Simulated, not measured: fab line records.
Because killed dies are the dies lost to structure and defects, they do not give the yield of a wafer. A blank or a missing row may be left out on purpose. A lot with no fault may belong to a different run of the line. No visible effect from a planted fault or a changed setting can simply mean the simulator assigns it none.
A lot that was struck, set against a sound lot    flow sky130    28 steps out of a route of 708
Sound: these wafers, L731.3, L731.4, L731.5. Struck: wafers L739.1, L739.3, L739.5. The cause comes at the end.
Each step with rows lists, per side, the tool, then ch with its chambers, then its first start. Under that, the readings that differ: sound wafers    struck wafers    difference of the means    sigmas: that difference in standard deviations of wafers without a fault.
alike: readings with means less than 2 such deviations apart, plus words and numbers identical on both sides. not compared: withheld readings, readings lacking a value on some wafer, bounds such as >300 that could conceal the same value, and numbers that have no deviation in the record and whose values overlap.
Wherever a step has rows on one side only, a row that says differs or no value, or a row with sigmas, the two part there. When numbers do not overlap yet have no deviation, they are printed without sigmas and do not part them. Lack of a reading on every wafer of one side parts them only where that side has two or more wafers.

first, 1 step without rows for these wafers: SKY_DNWELL_IMPLANT_07.
SKY_DNWELL_STRIP_08: strips in O2/N2.
  sound on plasma-asher-04 ch 0,1, day 3 03:20; struck on plasma-asher-02 ch 0,1, day 5 01:38
  alike: drypump-motor-current-A, oes-product-au, strip-time-to-endpoint-s
  not compared: rf-hours-counter-h
SKY_DNWELL_TW_MEAS_09:
  sound on film-metro-02 at day 3 03:25; struck on film-metro-01 at day 5 01:44
  alike: DNWELL_TW
then, 7 steps without rows for these wafers: SKY_PWDE_DEHYDRATE_00 (time 60 s); SKY_PWDE_HMDS_01 (prime time 60 s); SKY_PWDE_COAT_02 (resist thk 3000 nm); SKY_PWDE_SOFTBAKE_03; SKY_PWDE_EXPOSE_04 (exposes mask PWDEM, target cd 840 nm); SKY_PWDE_PEB_05; SKY_PWDE_DEVELOP_06 (develop time 60 s).
SKY_PWDE_OVL_MEAS_07:
  sound on overlay-02 at day 3 19:53; struck on overlay-01 at day 5 19:38
  alike: PWDE_OVL
after that, 1 step had no rows for these wafers: SKY_PWDE_IMPLANT_08.
SKY_PWDE_STRIP_09: strips in O2/N2.
  sound on plasma-asher-01 ch 0,1, day 3 20:06; struck on plasma-asher-01 ch 0,1, day 5 19:50
reading                                 sound              struck             difference                     sigmas
oes-product-au (a.u.)                   0.722 0.727 0.716  0.940 0.947 0.943  +0.222                         +49
strip-time-to-endpoint-s (s)            36.95 36.99 37.12  - - -              no value on the struck wafers  
model.coat_of_PWDE_COAT_02.thk-nm (nm)  0 0 0              1305 1305 1300     +1303                          
  alike: drypump-motor-current-A
  not compared: rf-hours-counter-h
SKY_PWDE_TW_MEAS_10:
  sound on film-metro-02 at day 3 20:11; struck on film-metro-01 at day 5 19:56
  alike: PWDE_TW
then, 7 steps without rows for these wafers: SKY_NWELL_DEHYDRATE_03 (time 60 s); SKY_NWELL_HMDS_04 (prime time 60 s); SKY_NWELL_COAT_05 (resist thk 3000 nm); SKY_NWELL_SOFTBAKE_06; SKY_NWELL_EXPOSE_07 (exposes mask NWM, target cd 840 nm); SKY_NWELL_PEB_08; SKY_NWELL_DEVELOP_09 (develop time 60 s).
SKY_NWELL_OVL_MEAS_10:
  sound on overlay-02 at day 4 12:15; struck on overlay-02 at day 6 15:23
  alike: NWELL_00_OVL
then, 3 steps without rows for these wafers: SKY_NWELL_IMPLANT_11; SKY_NWELL_IMPLANT_12; SKY_NWELL_IMPLANT_13.
SKY_NWELL_STRIP_14: strips in O2/N2.
  sound on plasma-asher-04 ch 0,1, day 4 12:46; struck on plasma-asher-03 ch 0,1, day 6 15:53
reading                       sound              struck             difference  sigmas
strip-time-to-endpoint-s (s)  37.05 37.00 36.96  56.34 56.21 56.25  +19.26      +99 or more
  alike: drypump-motor-current-A, oes-product-au
  not compared: rf-hours-counter-h
SKY_NWELL_TW_MEAS_15:
  sound on film-metro-02 at day 4 12:51; struck on film-metro-02 at day 6 15:59
reading   sound           struck    difference  sigmas
NWELL_TW  1792 1796 1799  29 29 29  -1767       -99 or more
then, 1 step without rows for these wafers: SKY_NWELL_DEHYDRATE_16 (time 60 s).

WHERE THEY PART
Last at SKY_NWELL_TW_MEAS_15 as far as this record goes, first at SKY_PWDE_STRIP_09.

WHY: the cause the simulator had injected
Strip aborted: plasma-asher-01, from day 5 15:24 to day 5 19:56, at SKY_PWDE_STRIP_09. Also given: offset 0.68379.
